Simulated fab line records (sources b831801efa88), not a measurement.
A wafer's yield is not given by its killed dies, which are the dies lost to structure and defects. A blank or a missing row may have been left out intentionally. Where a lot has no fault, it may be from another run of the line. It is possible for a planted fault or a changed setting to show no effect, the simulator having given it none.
Which tool was responsible? | flow sky130 | 14 lots with 41 wafers sampled at 2 steps, on a route of 708 steps

== WHAT THE GAUGES READ, wafer by wafer ==
SKY_NWELL_TW_MEAS_26.
lot  | measured    | on            | NWELL_2_TW
L299 | day 5 09:03 | film metro-02 | 499.0 498.3 498.8
L300 | day 5 14:49 | film metro-02 | 499.0 498.5 495.7
L301 | day 5 18:26 | film metro-01 | 502.3 504.2 502.1
L302 | day 5 22:57 | film metro-02 | 494.9 495.4 494.5
L303 | day 6 07:19 | film metro-01 | 499.0 498.2 498.1
L304 | day 6 12:25 | film metro-02 | 494.3 496.3 494.6
L306 | day 7 01:13 | film metro-01 | 503.2 505.8 501.6
L307 | day 7 05:59 | film metro-04 | 500.1 500.8 498.1
L308 | day 7 13:37 | film metro-02 | 500.5 495.4 497.8
L310 | day 8 02:52 | film metro-02 | 498.6 495.1 496.8
L311 | day 8 08:35 | film metro-01 | 498.1 501.7 498.8
L312 | day 8 18:41 | film metro-02 | 496.6 496.3 497.0
L314 | day 9 06:22 | film metro-02 | 480.6 496.2
L316 | day 9 18:09 | film metro-02 | 478.8 492.0 494.3

== EACH LOT AND THE TOOL THAT RAN IT (in order: tool; ch and the chambers of the sampled wafers; start) ==
lot  | SKY_NWELL_IMPLANT_24
L299 | implanter-03 ch 0, day 5 08:48
L300 | implanter-03 ch 0, day 5 14:37
L301 | implanter-03 ch 0, day 5 18:11
L302 | implanter-01 ch 0, day 5 22:42
L303 | implanter-03 ch 0, day 6 07:04
L304 | implanter-04 ch 0, day 6 12:10
L306 | implanter-03 ch 0, day 7 01:00
L307 | implanter-04 ch 0, day 7 05:44
L308 | implanter-04 ch 0, day 7 13:22
L310 | implanter-01 ch 0, day 8 02:37
L311 | implanter-04 ch 0, day 8 08:22
L312 | implanter-03 ch 0, day 8 18:26
L314 | implanter-03 ch 0, day 9 06:09
L316 | implanter-03 ch 0, day 9 17:54
- SKY_NWELL_IMPLANT_24

== WHAT THE TOOLS THEMSELVES READ (means of the sampled wafers that have a number; where no wafer has one, the mark that the record gives instead) ==
The record holds no such reading with a usual standard deviation.

== THE ANSWER, worked out from the rows above alone ==
Rule: what is usual is taken from the lots themselves. Put in order of their means at a reading, lots are off if they are a third of the lots or fewer, leave a main group of 4 or more, and stand apart from it by a gap of 3 or more times the standard deviation of the main group's means; of several such gaps the widest counts. A main group is skipped when, at the precision printed for the reading in the tables above, its means are all equal. A lot without any number at a reading at which 4 lots or more have one is off too. Where the step has rows for the other lots, those lots are counted as sound. The gauges are gone through in route order, then the tools' own readings, and for those a lot's mean is taken as printed above. The first step at which some lot is off is used, and at that step the reading that is off furthest; a lot without a number counts as furthest.
Nothing can be told from this: no lot is off at any reading shown.

== WHAT THE SIMULATOR HAD INSERTED ==
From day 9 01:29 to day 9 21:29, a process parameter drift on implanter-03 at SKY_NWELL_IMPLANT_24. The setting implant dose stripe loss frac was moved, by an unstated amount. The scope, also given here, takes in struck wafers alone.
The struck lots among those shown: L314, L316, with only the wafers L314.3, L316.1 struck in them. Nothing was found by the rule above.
